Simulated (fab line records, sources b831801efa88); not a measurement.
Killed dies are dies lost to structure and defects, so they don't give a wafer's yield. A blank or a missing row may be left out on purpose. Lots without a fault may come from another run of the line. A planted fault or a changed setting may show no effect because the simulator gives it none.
Which tool did it? | flow sky130 | 9 lots, 27 wafers sampled, at 5 steps of a route of 708

WHAT THE GAUGES READ, wafer by wafer
SKY_CAPM_RS_MEAS_03: measures by four-point-probe. Usual: CAPM_TIN_RS 6.91 ohm/sq, standard deviation 0.076.
lot  | measured     | on            | CAPM_TIN_RS (ohm/sq) | flag
L493 | day 35 01:49 | film_metro-03 | 6.96 6.92 6.97       |
L494 | day 36 06:42 | film_metro-03 | 6.80 6.79 6.80       |
L498 | day 38 04:47 | film_metro-02 | 6.90 6.94 6.90       |
L499 | day 38 09:52 | film_metro-03 | 6.91 6.89 6.94       |
L506 | day 41 23:21 | film_metro-03 | 4.83 6.82 6.89       | OFF
L508 | day 42 01:31 | film_metro-01 | 6.87 4.85 6.89       | OFF
L512 | day 42 07:33 | film_metro-02 | 7.04 7.00 7.03       |
L513 | day 42 22:11 | film_metro-03 | 6.89 6.91 6.94       |
L515 | day 43 18:04 | film_metro-03 | 6.90 6.91 6.93       |

SKY_CAPM_THK_MEAS_04: measures by xrf. Usual: CAPM_TIN_THK 199.9 nm, standard deviation 2.3.
lot  | measured     | on            | CAPM_TIN_THK (nm) | flag
L493 | day 35 01:56 | film_metro-03 | 200.1 200.1 199.7 |
L494 | day 36 06:49 | film_metro-03 | 203.2 204.6 203.9 |
L498 | day 38 04:55 | film_metro-02 | 200.1 198.5 200.5 |
L499 | day 38 09:59 | film_metro-03 | 200.5 201.2 198.7 |
L506 | day 41 23:28 | film_metro-03 | 284.9 202.9 201.4 | OFF
L508 | day 42 01:37 | film_metro-01 | 202.7 283.8 200.8 | OFF
L512 | day 42 07:40 | film_metro-02 | 196.2 197.6 196.3 |
L513 | day 42 22:18 | film_metro-03 | 201.3 200.2 198.7 |
L515 | day 43 18:11 | film_metro-03 | 199.7 200.3 199.0 |

WHICH TOOL RAN EACH LOT (tool, then ch and the chambers of the sampled wafers, then the start)
lot  | SKY_METAL2_SPUTTER_00        | SKY_METAL2_SPUTTER_04        | SKY_CAPM_SPUTTER_02
L493 | pvd_sputter-04, day 33 00:28 | pvd_sputter-04, day 33 00:33 | pvd_sputter-03, day 35 01:43
L494 | pvd_sputter-01, day 34 01:35 | pvd_sputter-01, day 34 01:40 | pvd_sputter-02, day 36 06:34
L498 | pvd_sputter-03, day 35 21:47 | pvd_sputter-03, day 35 21:53 | pvd_sputter-03, day 38 04:41
L499 | pvd_sputter-03, day 36 04:29 | pvd_sputter-03, day 36 04:34 | pvd_sputter-04, day 38 09:46
L506 | pvd_sputter-01, day 39 18:25 | pvd_sputter-01, day 39 18:31 | pvd_sputter-03, day 41 23:13
L508 | pvd_sputter-01, day 39 21:05 | pvd_sputter-01, day 39 21:10 | pvd_sputter-03, day 42 01:22
L512 | pvd_sputter-01, day 40 03:58 | pvd_sputter-01, day 40 04:04 | pvd_sputter-02, day 42 07:25
L513 | pvd_sputter-04, day 40 18:35 | pvd_sputter-04, day 40 18:41 | pvd_sputter-04, day 42 22:04
L515 | pvd_sputter-01, day 41 15:37 | pvd_sputter-01, day 41 15:43 | pvd_sputter-02, day 43 17:57
- SKY_METAL2_SPUTTER_00: material Ti, target thk 15 nm, time 10 s.
- SKY_METAL2_SPUTTER_04: material TiN, target thk 70 nm, time 58.3 s.
- SKY_CAPM_SPUTTER_02: material TiN, target thk 200 nm, time 166.7 s.

WHAT THE TOOLS THEMSELVES READ (means of the sampled wafers that have a number; where no wafer has one, the mark that the record gives instead)
SKY_METAL2_SPUTTER_00. Usual: cathode_dc_power_W 3000.0 W, standard deviation 0.48; throttle_valve_pct 30.2 %, standard deviation 1.2.
lot  | tool           | cathode_dc_power_W (W) | throttle_valve_pct (%) | flag
L493 | pvd_sputter-04 | 3000.5                 | 30.4                   |
L494 | pvd_sputter-01 | 3000.2                 | 30.5                   |
L498 | pvd_sputter-03 | 3000.1                 | 30.0                   |
L499 | pvd_sputter-03 | 3000.4                 | 30.6                   |
L506 | pvd_sputter-01 | 2999.6                 | 29.2                   |
L508 | pvd_sputter-01 | 3000.0                 | 30.0                   |
L512 | pvd_sputter-01 | 3000.4                 | 30.8                   |
L513 | pvd_sputter-04 | 2999.8                 | 30.0                   |
L515 | pvd_sputter-01 | 2999.8                 | 29.8                   |

SKY_METAL2_SPUTTER_04. Usual: cathode_dc_power_W 6500.0 W, standard deviation 1.2; throttle_valve_pct 30.1 %, standard deviation 1.2.
lot  | tool           | cathode_dc_power_W (W) | throttle_valve_pct (%) | flag
L493 | pvd_sputter-04 | 6499.9                 | 30.4                   |
L494 | pvd_sputter-01 | 6500.0                 | 30.5                   |
L498 | pvd_sputter-03 | 6499.8                 | 30.3                   |
L499 | pvd_sputter-03 | 6500.9                 | 30.6                   |
L506 | pvd_sputter-01 | 6500.1                 | 29.1                   |
L508 | pvd_sputter-01 | 6500.7                 | 30.0                   |
L512 | pvd_sputter-01 | 6499.5                 | 30.7                   |
L513 | pvd_sputter-04 | 6501.6                 | 30.1                   |
L515 | pvd_sputter-01 | 6499.4                 | 29.6                   |

SKY_CAPM_SPUTTER_02. Usual: cathode_dc_power_W 6500.0 W, standard deviation 1.1; throttle_valve_pct 30.0 %, standard deviation 0.9.
lot  | tool           | cathode_dc_power_W (W) | throttle_valve_pct (%) | flag
L493 | pvd_sputter-03 | 6499.3                 | 30.2                   |
L494 | pvd_sputter-02 | 6499.9                 | 30.0                   |
L498 | pvd_sputter-03 | 6499.0                 | 29.9                   |
L499 | pvd_sputter-04 | 6499.3                 | 30.0                   |
L506 | pvd_sputter-03 | 7408.6                 | 29.2                   | OFF
L508 | pvd_sputter-03 | 7408.2                 | 30.3                   | OFF
L512 | pvd_sputter-02 | 6499.7                 | 29.3                   |
L513 | pvd_sputter-04 | 6499.7                 | 29.6                   |
L515 | pvd_sputter-02 | 6500.2                 | 29.9                   |

THE ANSWER, worked out from the rows above alone
Rule: a lot is off if the mean of its wafers that have a number lies more than 3 standard deviations from the usual mean. A lot without any number at a reading at which 4 lots or more have one is off too. The other lots that the step has rows for count as sound. The gauges are gone through in route order, then the tools' own readings, and for those a lot's mean is taken as printed above. The first step at which some lot is off is used, and at that step the reading that is off furthest; a lot without a number counts as furthest.
Off: L506, L508, at SKY_CAPM_RS_MEAS_03 (CAPM_TIN_RS).
A tool fits if, at a process step before that reading, it ran every lot that is off, and no sound lot after the first of them. The gauges at SKY_CAPM_RS_MEAS_03 aren't tried: what is off there is off at SKY_CAPM_SPUTTER_02 too, on other tools, and a gauge's error can't cause that. One fits: pvd_sputter-03 at SKY_CAPM_SPUTTER_02. Its last sound lot is L498 (day 38 04:41), its first lot that is off L506 (day 41 23:13): a fault that began between those two fits.
The tool's own readings at SKY_CAPM_SPUTTER_02 bear it out: on the lots that are off they differ by more than 5 times the standard deviation of the sound lots' means. cathode_dc_power_W reads 7408.4 W there against 6499.6 W on the sound lots.

WHAT THE SIMULATOR HAD PUT IN
Process parameter drift: pvd_sputter-03, from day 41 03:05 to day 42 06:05, at SKY_CAPM_SPUTTER_02. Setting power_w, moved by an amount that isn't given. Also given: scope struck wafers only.
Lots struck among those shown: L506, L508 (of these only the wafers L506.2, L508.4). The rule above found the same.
